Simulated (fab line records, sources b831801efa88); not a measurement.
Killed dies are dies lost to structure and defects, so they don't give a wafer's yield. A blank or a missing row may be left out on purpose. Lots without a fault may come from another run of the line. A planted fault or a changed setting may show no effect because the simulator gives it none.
Chamber matching | flow sfq_line | SFQ_TRILAYER_I3_CMP_CMP_082 on cmp-01: 4 sister chambers
The step polishes SiO2. 4 wafers are shown with their chamber, then 8 later ones without.

WAFERS WITH THEIR CHAMBER
wafer  | chamber | motor_current_A (A)
L837.1 | 3       | 10.4
L837.4 | 2       | 11.1
L837.5 | 0       | 9.7
L836.4 | 1       | 9.6

WAFERS WITHOUT THEIR CHAMBER
wafer  | motor_current_A (A)
L836.5 | 9.6
L836.6 | 9.4
L841.1 | 10.1
L841.3 | 11.0
L841.6 | 10.1
L844.4 | 10.6
L844.5 | 9.7
L844.6 | 10.5

WHICH CHAMBER EACH WENT THROUGH
wafer  | from the rows above          | in truth
L836.5 | can't be placed: 1 or 0      | 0
L836.6 | can't be placed: 1 or 0      | 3
L841.1 | can't be placed: 3 or 0 or 1 | 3
L841.3 | 2                            | 2
L841.6 | can't be placed: 3 or 0 or 1 | 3
L844.4 | can't be placed: 3 or 2      | 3
L844.5 | can't be placed: 0 or 1      | 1
L844.6 | 3                            | 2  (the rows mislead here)
Placed correctly: 1 of 8. Can't be placed from these rows: 6 (the true chamber is among the candidates in 5). Placed wrongly: 1.
How it was worked out, from the rows above alone: a wafer's distance from a chamber is the root of the sum, over the readings, of the square of ((its reading less the chamber's mean) divided by the reading's scatter). The wafer belongs to the nearest chamber; if the next one is less than 2 further off, it can't be placed. A chamber's mean is the mean of its shown wafers. The scatter: with one shown wafer a chamber, the root of the mean of the squares of how far each hidden wafer lies from its nearest shown one.
